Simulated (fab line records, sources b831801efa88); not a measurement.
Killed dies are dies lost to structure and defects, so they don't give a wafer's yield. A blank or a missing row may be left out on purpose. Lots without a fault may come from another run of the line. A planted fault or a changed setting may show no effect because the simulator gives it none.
One fault seen from 2 desks | flow sky130 | each desk has only its own numbers; what lay behind them comes last

THE TOOL OWNER'S DESK: pvd_sputter-02
The tool's own readings at SKY_CONTACT_SPUTTER_23 (material TiN, target thk 20 nm, time 80 s): means of the sampled wafers that have a number, for each lot that ran on this tool. A lot is out of limits, marked OUT, if its mean lies more than 4 standard deviations from the usual mean; the brackets give that distance.
Columns: A = throttle_valve_pct at SKY_CONTACT_SPUTTER_23, usual 29.8 %
lot  | first seen here | A
L668 | day 33 23:41    | 29.1
L676 | day 36 13:15    | 29.6
L680 | day 38 01:11    | 29.7
This desk's finding: nothing out of limits on any of the 3 lots.

THE METROLOGY DESK
What the gauges read, lot by lot, whatever tool the lot ran on: means of the sampled wafers that have a number. A lot is out of limits, marked OUT, if its mean lies more than 4 standard deviations from the usual mean; the brackets give that distance.
Columns: A = cd_nm at SKY_CONTACT_CD_MEAS_14, usual 170.3 nm; B = CONTACT_OVL at SKY_CONTACT_OVL_MEAS_15, usual -2 nm
lot  | first seen here | A     | B
L668 | day 33 22:49    | 171.6 | -2
L671 | day 35 04:31    | 169.1 | 4
L676 | day 36 12:22    | 171.4 | -2
L680 | day 38 00:21    | 171.8 | -1
L681 | day 38 12:21    | 169.7 | -7
L683 | day 38 19:36    | 170.6 | -9
This desk's finding: nothing out of limits on any of the 6 lots.

PUT TOGETHER
The tool owner's desk saw nothing out of limits.
The metrology desk saw nothing out of limits.

WHAT THE SIMULATOR HAD PUT IN
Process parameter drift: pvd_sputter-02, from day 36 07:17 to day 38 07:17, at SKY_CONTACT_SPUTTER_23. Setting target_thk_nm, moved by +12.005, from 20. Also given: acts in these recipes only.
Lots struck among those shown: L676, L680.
